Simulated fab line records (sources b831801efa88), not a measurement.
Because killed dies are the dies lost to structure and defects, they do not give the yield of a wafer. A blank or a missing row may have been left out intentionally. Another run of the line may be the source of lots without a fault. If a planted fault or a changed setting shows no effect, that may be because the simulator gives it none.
fab line records | flow sky130 | part 2 of 2: steps 26 to 35 of 35
record lots=5 wafers=15 lastDay=50
route steps=708 shown METAL1@449 VIA1@458 METAL2@483
lots with no fault: from the same line, run without faults
startH: the number of hours between the record's first day and the start of the first shown wafer of the lot | waitH: hours from the lot's prior step to this one | " same as the row above | L1.1+2: several wafers, shown together as one row | - no value, or no start given | * or withheld: withheld | < > ~ a bound
route shown NAME@n: a module of which the file shows steps, and the number in the route of the first | usual: mean/standard deviation of fault-free wafers | same: alike in all rows | chamber/n: place in a boat | sites: each site's reading | _std_site: the standard deviation of these | _edge_site: inner sites' mean taken away from outer sites' mean | radiusMm: how far each site lies from the wafer's centre | mask NAME#n: copy n | behind: the most recent tool/chamber to have shaped the wafer | hold: reason for holding the lot/hours on hold/outcome of the hold | device: which transistor (n, p or np) failed to switch | end of line: at the end of the route, the tests of the same wafers | a step with no rows: only its recipe | killed: dies lost to structure and defects at the first sort, not the wafer's yield | map: per-die view of a wafer (x killed, . not killed, _ where there is no die)
set.NAME: the run value of the setting; set.NAME@STEP: its run value at that earlier step | model.NAME: the simulator's own value behind a step, which no gauge read
certain route steps with their lots: each step a table, each wafer a row
services: from which hour (startH, from the record's first day; less than 0 if before it) a tool's chamber was out of use, for how many hours, and why
## steps
# step SKY_VIA1_STRIP_16
# recipe chemistry=O2/N2 powerW=1400 pressureMtorr=1500 platenTempC=withheld o2FlowSccm=3000 n2FlowSccm=300 overashFraction=0.5
# usual drypumpMotorCurrentA=5.3/0.34 n2FlowSccm=300.0/0.93 oesProductAu=0.415/0.0046 stripTimeToEndpointS=4.447/0.025
# columns lot.wafer tool chamber startH waitH drypumpMotorCurrentA n2FlowSccm oesProductAu rfHoursCounterH stripTimeToEndpointS
L075.1 plasmaAsher-03 1 801.76 0.0 5.2 299.7 0.411 34 4.471
L075.5 " 0 " " 5.4 301.4 0.419 - 4.472
L075.6 " 1 " " 5.2 299.3 0.413 - 4.454
L081.1 plasmaAsher-02 0 861.60 0.0 5.1 300.4 0.407 103 4.415
L081.2 " 1 " " 5.4 299.2 0.415 103 4.478
L081.3 " 1 " " 5.4 297.9 0.418 - 4.418
L090.3 plasmaAsher-01 1 921.14 0.1 4.6 300.4 0.412 - 4.423
L090.4 " 0 " " 5.9 299.1 0.415 - 4.420
L090.5 " 1 " " 4.6 299.8 0.417 - 4.440
L093.1 plasmaAsher-03 1 945.96 0.0 5.2 300.4 0.416 49 4.429
L093.3 " 1 " " 5.2 300.7 0.415 - 4.449
L093.5 " 0 " " 5.4 300.3 0.413 - 4.426
L096.2 plasmaAsher-03 1 970.70 0.0 5.2 299.7 0.420 52 4.436
L096.4 " 0 " " 5.4 300.1 0.423 - 4.475
L096.5 " 1 " " 5.2 299.4 0.418 - 4.512
# step SKY_VIA1_STRIP_17
# recipe chemistry=postEtchResidueRemover timeS=1200 tempC=72.5
# usual bathHeatDutyPct=14.6/1.9
# same timeS=1200
# columns lot.wafer tool chamber startH waitH bathHeatDutyPct
L075.1 wetBench-04 0 801.86 0.1 15.4
L075.5 " 0 " " 12.6
L075.6 " 0 " " 16.7
L081.1 wetBench-03 1 861.70 0.1 12.8
L081.2 " 1 " " 13.0
L081.3 " 1 " " 11.6
L090.3 wetBench-01 1 921.21 0.0 16.6
L090.4 " 1 " " 17.5
L090.5 " 1 " " 17.5
L093.1 wetBench-04 1 946.06 0.1 17.9
L093.3 " 1 " " 17.4
L093.5 " 1 " " 16.1
L096.2 wetBench-01 2 970.80 0.1 15.1
L096.4 " 2 " " 15.8
L096.5 " 2 " " 15.3
# step SKY_VIA1_CLEAN_18
# recipe chemistry=IPA timeS=180 tempC=25
# usual bathHeatDutyPct=6.7/1
# same timeS=180
# columns lot.wafer tool chamber startH waitH bathHeatDutyPct
L075.1 wetBench-03 2 802.20 0.0 7.6
L075.5 " 2 " " 6.4
L075.6 " 2 " " 6.2
L081.1 wetBench-01 1 862.04 0.0 7.8
L081.2 " 1 " " 7.0
L081.3 " 1 " " 7.7
L090.3 wetBench-04 1 921.55 0.0 7.5
L090.4 " 1 " " 7.7
L090.5 " 1 " " 7.3
L093.1 wetBench-03 0 946.43 0.0 5.2
L093.3 " 0 " " 5.6
L093.5 " 0 " " 5.9
L096.2 wetBench-03 0 971.15 0.0 5.9
L096.4 " 0 " " 6.4
L096.5 " 0 " " 5.4
# step SKY_VIA1_CLEAN_19
# recipe chemistry=O3/DIW dry=n2Spin
# columns lot.wafer tool chamber startH waitH
L075.1+5+6 wetBench-01 2 802.26 0.0
L081.1+2+3 wetBench-04 1 862.16 0.0
L090.3+4+5 wetBench-03 3 921.61 0.0
L093.1+3+5 wetBench-01 0 946.49 0.0
L096.2+4+5 wetBench-03 0 971.21 0.0
# step SKY_VIA1_SPUTTER_20
# recipe material=TiN targetThkNm=20 chamberPressurePa=5 powerW=4000 timeS=80
# usual throttleValvePct=29.9/0.88
# same timeS=80
# columns lot.wafer tool chamber startH waitH throttleValvePct
L075.1 pvdSputter-03 - 802.35 0.0 30.5
L075.5 " - " " 30.0
L075.6 " - " " 30.5
L081.1 pvdSputter-03 - 862.25 0.0 30.2
L081.2 " - " " 30.5
L081.3 " - " " 30.6
L090.3 pvdSputter-03 - 921.72 0.0 30.8
L090.4 " - " " 30.3
L090.5 " - " " 30.2
L093.1 pvdSputter-02 - 946.58 0.0 28.4
L093.3 " - " " 30.2
L093.5 " - " " 28.7
L096.2 pvdSputter-03 - 971.31 0.0 30.6
L096.4 " - " " 29.9
L096.5 " - " " 30.8
# step SKY_VIA1_CVD_21
# recipe material=W targetThkNm=270 timeS=80.902 tempC=400 pressureTorr=40
# usual heaterPowerW=834/96
# same timeS=80.902
# columns lot.wafer tool chamber startH waitH heaterPowerW
L075.1 cvdW-01 0 802.41 0.0 962
L075.5 " 1 " " 723
L075.6 " 0 " " 976
L081.1 cvdW-01 0 862.31 0.0 952
L081.2 " 1 " " 749
L081.3 " 0 " " 958
L090.3 cvdW-02 1 921.81 0.1 722
L090.4 " 0 " " 920
L090.5 " 0 " " 890
L093.1 cvdW-02 1 946.64 0.0 743
L093.3 " 1 " " 731
L093.5 " 1 " " 735
L096.2 cvdW-01 0 971.37 0.0 953
L096.4 " 1 " " 756
L096.5 " 1 " " 750
# step SKY_VIA1_RS_MEAS_22
# recipe thkMeasGauge=four-point-probe reads=W_of_VIA1_CVD_21+TiN_of_VIA1_SPUTTER_20
# usual VIA1_W_RS=0.424/0.0094
# columns lot.wafer tool chamber startH waitH VIA1_W_RS[ohm/sq]
L075.1 filmMetro-04 - 802.51 0.1 0.423
L075.5 " - " " 0.433
L075.6 " - " " 0.425
L081.1 filmMetro-04 - 862.41 0.1 0.424
L081.2 " - " " 0.429
L081.3 " - " " 0.419
L090.3 filmMetro-04 - 921.91 0.1 0.410
L090.4 " - " " 0.426
L090.5 " - " " 0.425
L093.1 filmMetro-02 - 946.73 0.1 0.410
L093.3 " - " " 0.409
L093.5 " - " " 0.416
L096.2 filmMetro-03 - 971.48 0.1 0.420
L096.4 " - " " 0.429
L096.5 " - " " 0.425
# step SKY_VIA1_THK_MEAS_23
# recipe thkMeasGauge=xrf reads=W_of_VIA1_CVD_21
# usual VIA1_W_THK=273/6.1
# columns lot.wafer tool chamber startH waitH VIA1_W_THK[nm]
L075.1 filmMetro-04 - 802.63 0.1 271
L075.5 " - " " 265
L075.6 " - " " 271
L081.1 filmMetro-04 - 862.53 0.1 271
L081.2 " - " " 268
L081.3 " - " " 276
L090.3 filmMetro-04 - 922.01 0.1 279
L090.4 " - " " 269
L090.5 " - " " 269
L093.1 filmMetro-02 - 946.85 0.1 284
L093.3 " - " " 284
L093.5 " - " " 279
L096.2 filmMetro-03 - 971.59 0.1 275
L096.4 " - " " 271
L096.5 " - " " 273
# step SKY_VIA1_CMP_24
# recipe stopOn=SiO2 tOverpolishS=15 downForcePsi=3.5 platenRpm=60 targetThkNm=0 padVelocityMS=0.94248
# usual edgeZonePressureFrac=1.000/0.0048 motorCurrentA=11.1/1.7 overpolishRunS=15.000/0.009 timeToEndpointS=67/3.2
# columns lot.wafer tool chamber startH waitH edgeZonePressureFrac motorCurrentA overpolishRunS timeToEndpointS
L075.1 cmp-02 3 802.74 0.1 0.998 10.6 14.994 64
L075.5 " 2 " " 1.009 9.9 14.996 64
L075.6 " 3 " " 0.997 10.7 14.994 66
L081.1 cmp-01 0 862.59 0.1 0.999 12.9 15.003 65
L081.3 " 1 " " 1.000 10.9 14.989 70
L081.2 " 3 " " 1.004 14.1 15.019 67
L090.4 cmp-02 3 922.10 0.1 1.001 10.9 15.001 66
L090.3 " 0 " " 0.999 11.9 15.003 68
L090.5 " 2 " " 0.995 10.4 15.012 62
L093.1 cmp-01 2 947.13 0.3 0.998 10.0 14.991 69
L093.3 " 3 " " 1.007 14.2 15.004 70
L093.5 " 1 " " 0.996 10.6 15.010 65
L096.2 cmp-02 2 971.64 0.0 1.004 10.2 15.003 61
L096.4 " 3 " " 0.997 10.4 15.014 60
L096.5 " 2 " " 0.999 9.7 14.992 61
# step SKY_METAL2_SPUTTER_00
# recipe material=Ti targetThkNm=15 powerW=3000 timeS=10 chamberPressurePa=0.4
# usual throttleValvePct=29.5/1.1
# same timeS=10
# columns lot.wafer tool chamber startH waitH throttleValvePct
L075.1 pvdSputter-04 - 802.99 0.2 28.8
L075.5 " - " " 29.4
L075.6 " - " " 30.7
L081.1 pvdSputter-02 - 862.89 0.2 30.3
L081.2 " - " " 28.3
L081.3 " - " " 30.2
L090.3 pvdSputter-02 - 922.35 0.1 30.1
L090.4 " - " " 27.2
L090.5 " - " " 30.0
L093.1 pvdSputter-04 - 947.33 0.1 30.6
L093.3 " - " " 29.4
L093.5 " - " " 30.7
L096.2 pvdSputter-01 - 971.94 0.2 30.6
L096.4 " - " " 30.9
L096.5 " - " " 29.8
## services
# columns tool chamber startH hours kind
cvdW-01 - 750.53 2.8 pm
cmp-01 - 752.95 4.0 pm
wetBench-02 - 756.23 7.6 repair
rieDiel-02 - 756.31 14.6 pm
cmp-01 - 760.57 0.6 repair
cmp-01 - 770.32 0.8 repair
krfScanner-02 - 771.45 0.3 repair
cmp-02 - 788.36 1.5 repair
plasmaAsher-03 - 788.75 2.1 repair
plasmaAsher-03 - 790.91 9.2 repair
krfScanner-02 - 795.13 2.1 repair
cmp-01 - 809.20 3.0 repair
krfScanner-02 - 833.74 0.8 pm
krfScanner-02 - 836.14 0.8 pm
pvdSputter-03 - 867.32 3.9 repair
rieDiel-02 0 882.10 8.4 repair
cmp-02 - 912.00 4.0 pm
wetBench-02 - 920.85 4.7 repair
wetBench-04 - 931.08 4.4 pm
cmp-02 - 944.91 4.8 repair
hdpcvd-01 - 950.25 15.0 pm
hdpcvd-01 0 963.09 11.1 repair
pvdSputter-03 - 965.07 5.4 repair
rieDiel-02 3 971.26 4.9 repair
